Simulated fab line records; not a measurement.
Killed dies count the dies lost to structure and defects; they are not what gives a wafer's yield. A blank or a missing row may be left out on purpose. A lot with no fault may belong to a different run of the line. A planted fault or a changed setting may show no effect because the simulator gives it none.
The same fault as seen by 2 desks	flow gf180mcu	each desk holds nothing but its own numbers, with what lay behind them at the end

== THE METROLOGY DESK ==
What the gauges read for every lot (on any tool): the sampled wafers with a number, averaged. The brackets show how far a lot's mean lies from the usual mean; more than 4 standard deviations puts the lot out of limits, marked OUT.
Columns: A = STI_CVD_23_THK at GF_STI_THK_MEAS_24, usual 651 nm; B = DNWELL_TW at GF_DNWELL_TW_MEAS_09, usual 1352; C = NSD_RS at GF_PSD_RS_MEAS_14, usual 46.14 ohm/sq
lot	first seen here	A	B	C
L422	day 2 04:18	651	1335	46.07
L427	day 3 05:02	647	1365	46.16
L428	day 3 11:35	654	1355	46.22
L431	day 4 02:16	648	1392	46.03
L432	day 4 06:29	658	1346	47.44 (+14) OUT
L433	day 4 12:20	653	1336	47.57 (+15) OUT
L434	day 4 17:37	658	1336	47.40 (+14) OUT
L441	day 6 06:14	658	1344	46.15
L442	day 6 11:13	650	1350	46.08
L444	day 6 20:31	653	1345	46.21
L443	day 6 20:31	651	1387	46.15
L445	day 7 01:07	651	1337	46.06
This desk reports L432, L433, L434 out of limits; the earliest was L432 at day 17 21:10 (NSD_RS at GF_PSD_RS_MEAS_14). In limits: L422, L427, L428, L431, L441, L442, L444, L443, L445.

== DESK OF THE TOOL OWNER: implanter-01 ==
For each lot that ran on this tool, the mean over its sampled wafers that have a number, from the tool's own readings at GF_NSD_IMPLANT_10. The brackets show how far a lot's mean lies from the usual mean; more than 4 standard deviations puts the lot out of limits, marked OUT.
Columns: A = beam on s at GF_NSD_IMPLANT_10, usual 10.01 s; B = dose ions cm2 at GF_NSD_IMPLANT_10, usual 5.001e+14; C = faraday current uA at GF_NSD_IMPLANT_10, usual 2784
lot	first seen here	A	B	C
L422	day 13 09:23	9.90	5.006e+14	2820
L431	day 16 17:50	10.02	4.998e+14	2783
L432	day 16 20:50	7.91 (-9.6) OUT	4.995e+14	3518 (+12) OUT
L433	day 17 08:52	7.81 (-10) OUT	5.001e+14	3572 (+13) OUT
L434	day 17 12:08	7.80 (-10) OUT	4.999e+14	3570 (+13) OUT
L443	day 21 03:16	10.06	5.000e+14	2781
L445	day 21 10:53	10.16	5.000e+14	2742
Finding of this desk: L432, L433, L434 out of limits; the first was L432 at day 16 20:50, on beam on s at GF_NSD_IMPLANT_10. In limits: L422, L431, L443, L445.

== BROUGHT TOGETHER ==
The tool owner's desk had the chance to raise an alarm at day 16 20:50 on L432, L433, L434.
The metrology desk could have raised an alarm at day 17 21:10, on L432, L433, L434.
All the named lots went through GF_NSD_IMPLANT_10 on implanter-01.

== WHAT THE SIMULATOR HAD PUT IN ==
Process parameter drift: implanter-01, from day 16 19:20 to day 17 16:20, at GF_NSD_IMPLANT_10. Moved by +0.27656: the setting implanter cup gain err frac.
Struck lots among those shown: L432, L433, L434.
Time in hours from fault onset to the first out-of-limits reading at each desk: tool owner's desk 2, metrology desk 26.
